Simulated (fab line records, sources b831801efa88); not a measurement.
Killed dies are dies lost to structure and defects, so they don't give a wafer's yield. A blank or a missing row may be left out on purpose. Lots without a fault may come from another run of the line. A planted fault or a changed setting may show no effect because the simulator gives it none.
Which tool did it? | flow gf180mcu | 14 lots, 42 wafers sampled, at 4 steps of a route of 602

WHAT THE GAUGES READ, wafer by wafer
GF_CONTACT_RS_MEAS_25: measures by four-point-probe. Usual: CONTACT_W_RS 0.379 ohm/sq, standard deviation 0.0087.
lot  | measured     | on            | CONTACT_W_RS (ohm/sq) | flag
L474 | day 16 11:22 | film_metro-01 | 0.364 0.378 0.381     |
L475 | day 16 12:06 | film_metro-02 | 0.385 0.382 0.384     |
L476 | day 17 05:08 | film_metro-02 | 0.363 0.379 0.360     |
L482 | day 19 19:36 | film_metro-02 | 0.388 0.380 0.379     |
L481 | day 19 20:23 | film_metro-02 | 0.383 0.381 0.390     |
L485 | day 20 19:33 | film_metro-03 | 0.385 0.376 0.382     |
L487 | day 21 03:30 | film_metro-02 | 0.378 0.385 0.378     |
L486 | day 21 05:05 | film_metro-01 | 0.385 0.384 0.386     |
L490 | day 21 22:02 | film_metro-02 | 0.370 0.367 0.381     |
L488 | day 22 02:58 | film_metro-01 | 0.389 0.387 0.391     |
L489 | day 22 03:16 | film_metro-01 | 0.386 0.371 0.374     |
L493 | day 22 20:37 | film_metro-03 | 0.366 0.365 0.378     |
L494 | day 23 06:22 | film_metro-03 | 0.394 0.388 0.369     |
L496 | day 23 22:58 | film_metro-03 | 0.370 0.370 0.372     |

GF_M1_CD_MEAS_14: target cd 230 nm. Usual: cd_nm 230.1 nm, standard deviation 1.1.
lot  | measured     | on        | cd_nm (nm)        | flag
L474 | day 17 10:25 | cd_sem-01 | 230.5 230.0 229.2 |
L475 | day 17 11:30 | cd_sem-02 | 231.6 231.7 231.7 |
L476 | day 18 05:12 | cd_sem-02 | 231.2 230.8 232.3 |
L482 | day 20 20:29 | cd_sem-01 | 228.3 228.5 229.6 |
L481 | day 20 21:07 | cd_sem-02 | 227.7 228.7 228.1 |
L485 | day 21 20:23 | cd_sem-01 | 229.7 230.6 229.1 |
L487 | day 22 03:31 | cd_sem-01 | 229.7 229.2 228.5 |
L489 | day 23 03:32 | cd_sem-02 | 229.4 229.5 229.7 |
L493 | day 23 18:58 | cd_sem-02 | 228.8 229.7 228.7 |
L494 | day 24 04:58 | cd_sem-02 | 230.0 230.0 231.4 |
L496 | day 24 21:04 | cd_sem-01 | 228.5 228.0 228.1 |

WHICH TOOL RAN EACH LOT (tool, then ch and the chambers of the sampled wafers, then the start)
lot  | GF_SALICIDE_SPUTTER_02       | GF_CONTACT_CMP_27
L474 | pvd_sputter-04, day 15 11:22 | cmp-01 ch 0,2,3, day 16 11:35
L475 | pvd_sputter-02, day 15 11:56 | cmp-02 ch 0,2,3, day 16 12:20
L476 | pvd_sputter-03, day 16 04:50 | cmp-01 ch 1,2, day 17 05:15
L482 | pvd_sputter-03, day 18 17:46 | cmp-02 ch 1,2,3, day 19 19:47
L481 | pvd_sputter-04, day 18 18:22 | cmp-02 ch 1,3, day 19 20:32
L485 | pvd_sputter-04, day 19 17:02 | cmp-01 ch 1,2, day 20 19:44
L487 | pvd_sputter-02, day 20 01:50 | cmp-02 ch 0,3, day 21 03:41
L486 | pvd_sputter-04, day 20 03:32 | cmp-02 ch 0,1,3, day 21 05:17
L490 | pvd_sputter-03, day 20 20:47 | cmp-01 ch 2,3, day 21 22:09
L488 | pvd_sputter-02, day 21 01:28 | cmp-02 ch 0,3, day 22 03:26
L489 | pvd_sputter-03, day 21 01:53 | cmp-02 ch 0,1,3, day 22 03:47
L493 | pvd_sputter-04, day 21 19:47 | cmp-01 ch 1,2,3, day 22 20:53
L494 | pvd_sputter-03, day 22 05:48 | cmp-01 ch 2,3, day 23 06:32
L496 | pvd_sputter-02, day 22 22:19 | cmp-02 ch 0,1,2, day 23 23:11
- GF_SALICIDE_SPUTTER_02: material Co, target thk 10 nm, time 20 s.
- GF_CONTACT_CMP_27: polishes, stops on SiO2, t overpolish 15 s, target thk 0 nm.

WHAT THE TOOLS THEMSELVES READ (means of the sampled wafers that have a number; where no wafer has one, the mark that the record gives instead)
GF_SALICIDE_SPUTTER_02. Usual: throttle_valve_pct 29.6 %, standard deviation 0.95.
lot  | tool           | throttle_valve_pct (%) | flag
L474 | pvd_sputter-04 | 29.5                   |
L475 | pvd_sputter-02 | 28.5                   |
L476 | pvd_sputter-03 | 29.9                   |
L482 | pvd_sputter-03 | 30.4                   |
L481 | pvd_sputter-04 | 29.5                   |
L485 | pvd_sputter-04 | 29.3                   |
L487 | pvd_sputter-02 | 29.0                   |
L486 | pvd_sputter-04 | 29.5                   |
L490 | pvd_sputter-03 | 30.0                   |
L488 | pvd_sputter-02 | 29.5                   |
L489 | pvd_sputter-03 | 29.9                   |
L493 | pvd_sputter-04 | 29.3                   |
L494 | pvd_sputter-03 | 30.7                   |
L496 | pvd_sputter-02 | 30.3                   |

GF_CONTACT_CMP_27. Usual: edge_zone_pressure_frac 1.000, standard deviation 0.0054; head_pressure_psi 3.501 psi, standard deviation 0.0068; motor_current_A 10.6 A, standard deviation 0.92; overpolish_run_s 14.999 s, standard deviation 0.0099; slurry_flow_ml_min 150.0, standard deviation 0.46; time_to_endpoint_s 75 s, standard deviation 4.3.
lot  | tool   | edge_zone_pressure_frac | head_pressure_psi (psi) | motor_current_A (A) | overpolish_run_s (s) | slurry_flow_ml_min | time_to_endpoint_s (s) | flag
L474 | cmp-01 | 0.998                   | 3.493                   | 10.8                | 14.998               | 150.1              | 72                     |
L475 | cmp-02 | 1.003                   | 3.497                   | 9.9                 | 15.001               | 149.7              | 78                     |
L476 | cmp-01 | 0.999                   | 3.506                   | 11.6                | 14.987               | 150.2              | 84                     |
L482 | cmp-02 | 1.001                   | 3.500                   | 10.3                | 14.996               | 149.8              | 71                     |
L481 | cmp-02 | 0.997                   | 3.502                   | 11.2                | 15.000               | 149.8              | 72                     |
L485 | cmp-01 | 1.006                   | 3.503                   | 11.4                | 15.014               | 149.9              | 75                     |
L487 | cmp-02 | 0.999                   | 3.507                   | 10.8                | 15.000               | 150.2              | 76                     |
L486 | cmp-02 | -                       | -                       | -                   | -                    | -                  | -                      | OFF
L490 | cmp-01 | -                       | -                       | -                   | -                    | -                  | -                      | OFF
L488 | cmp-02 | -                       | -                       | -                   | -                    | -                  | -                      | OFF
L489 | cmp-02 | 0.998                   | 3.500                   | 10.7                | 15.001               | 150.1              | 77                     |
L493 | cmp-01 | 0.999                   | 3.499                   | 11.0                | 14.989               | 150.7              | 77                     |
L494 | cmp-01 | 0.998                   | 3.498                   | 10.7                | 15.007               | 149.9              | 72                     |
L496 | cmp-02 | 0.999                   | 3.505                   | 10.4                | 14.996               | 150.7              | 82                     |

THE ANSWER, worked out from the rows above alone
Rule: a lot is off if the mean of its wafers that have a number lies more than 3 standard deviations from the usual mean. A lot without any number at a reading at which 4 lots or more have one is off too. The other lots that the step has rows for count as sound. The gauges are gone through in route order, then the tools' own readings, and for those a lot's mean is taken as printed above. The first step at which some lot is off is used, and at that step the reading that is off furthest; a lot without a number counts as furthest.
Off: L486, L490, L488, at GF_CONTACT_CMP_27 (edge_zone_pressure_frac). Without a number there: L486, L490, L488.
A tool fits if, at that step or a process step before it, it ran every lot that is off, and no sound lot after the first of them. None of those tried fits.

WHAT THE SIMULATOR HAD PUT IN
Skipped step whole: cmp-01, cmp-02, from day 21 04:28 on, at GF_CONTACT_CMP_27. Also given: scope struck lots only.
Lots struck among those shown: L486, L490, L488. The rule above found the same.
